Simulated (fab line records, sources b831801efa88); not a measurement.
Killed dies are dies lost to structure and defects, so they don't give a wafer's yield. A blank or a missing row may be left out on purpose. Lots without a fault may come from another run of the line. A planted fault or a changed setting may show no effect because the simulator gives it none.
One fault seen from 2 desks | flow gf180mcu | each desk has only its own numbers; what lay behind them comes last

THE METROLOGY DESK
What the gauges read, lot by lot, whatever tool the lot ran on: means of the sampled wafers that have a number. A lot is out of limits, marked OUT, if its mean lies more than 4 standard deviations from the usual mean; the brackets give that distance.
Columns: A = cd_nm at GF_HV_LDD_CD_MEAS_31, usual 400.2 nm; B = CONTACT_CVD_00_THK at GF_CONTACT_THK_MEAS_01, usual 299.9 nm; C = CONTACT_CVD_02_THK at GF_CONTACT_THK_MEAS_03, usual 861 nm
lot  | first seen here | A               | B     | C
L130 | day 12 00:04    | 401.6           | 300.9 | 868
L131 | day 12 02:28    | 398.0           | 300.2 | 863
L132 | day 12 14:24    | 400.9           | 299.3 | 853
L133 | day 12 19:32    | 404.5           | 298.4 | 862
L134 | day 12 23:38    | 401.6           | 301.5 | 863
L135 | day 13 01:52    | 398.9           | 299.4 | 862
L136 | day 13 12:13    | 398.9           | 304.6 | 853
L137 | day 13 18:34    | 398.7           | 300.9 | 863
L138 | day 14 05:20    | 396.6           | 301.0 | 866
L147 | day 17 01:14    | 430.3 (+13) OUT | 299.3 | 869
L149 | day 17 22:48    | 427.1 (+11) OUT | 300.2 | 853
L152 | day 18 19:36    | 397.0           | 297.8 | 847
L153 | day 19 01:47    | 401.3           | 298.9 | 850
This desk's finding: out of limits on L147, L149; first on L147, day 17 01:14 (cd_nm at GF_HV_LDD_CD_MEAS_31). In limits: L130, L131, L132, L133, L134, L135, L136, L137, L138, L152, L153.

THE TOOL OWNER'S DESK: iline_stepper-02
The tool's own readings at GF_HV_LDD_EXPOSE_28 (exposes mask Nplus HV AREA, target cd 400 nm): means of the sampled wafers that have a number, for each lot that ran on this tool. A lot is out of limits, marked OUT, if its mean lies more than 4 standard deviations from the usual mean; the brackets give that distance.
Columns: A = exposure_dose_mJ_cm2 at GF_HV_LDD_EXPOSE_28, usual 140.03; B = focus_offset_nm at GF_HV_LDD_EXPOSE_28, usual 0.0 nm
lot  | first seen here | A                | B
L130 | day 11 15:07    | 140.25           | -0.4
L131 | day 11 17:23    | 140.06           | -0.3
L132 | day 12 04:24    | 140.05           | 0.2
L134 | day 12 14:21    | 140.05           | -0.2
L135 | day 12 16:08    | 139.83           | -0.5
L147 | day 16 13:40    | 153.44 (+89) OUT | -0.1
L149 | day 17 11:35    | 153.65 (+91) OUT | -0.2
This desk's finding: out of limits on L147, L149; first on L147, day 16 13:40 (exposure_dose_mJ_cm2 at GF_HV_LDD_EXPOSE_28). In limits: L130, L131, L132, L134, L135.

PUT TOGETHER
The tool owner's desk could have raised an alarm at day 16 13:40, on L147, L149.
The metrology desk could have raised an alarm at day 17 01:14, on L147, L149.
Of the lots named, all ran GF_HV_LDD_EXPOSE_28 on iline_stepper-02.

WHAT THE SIMULATOR HAD PUT IN
Process parameter drift: iline_stepper-02, from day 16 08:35 on, at GF_HV_LDD_EXPOSE_28. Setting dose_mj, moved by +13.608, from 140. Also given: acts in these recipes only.
Lots struck among those shown: L147, L149.
Hours from the fault's start to each desk's first reading out of limits: the tool owner's desk, 5; the metrology desk, 17.
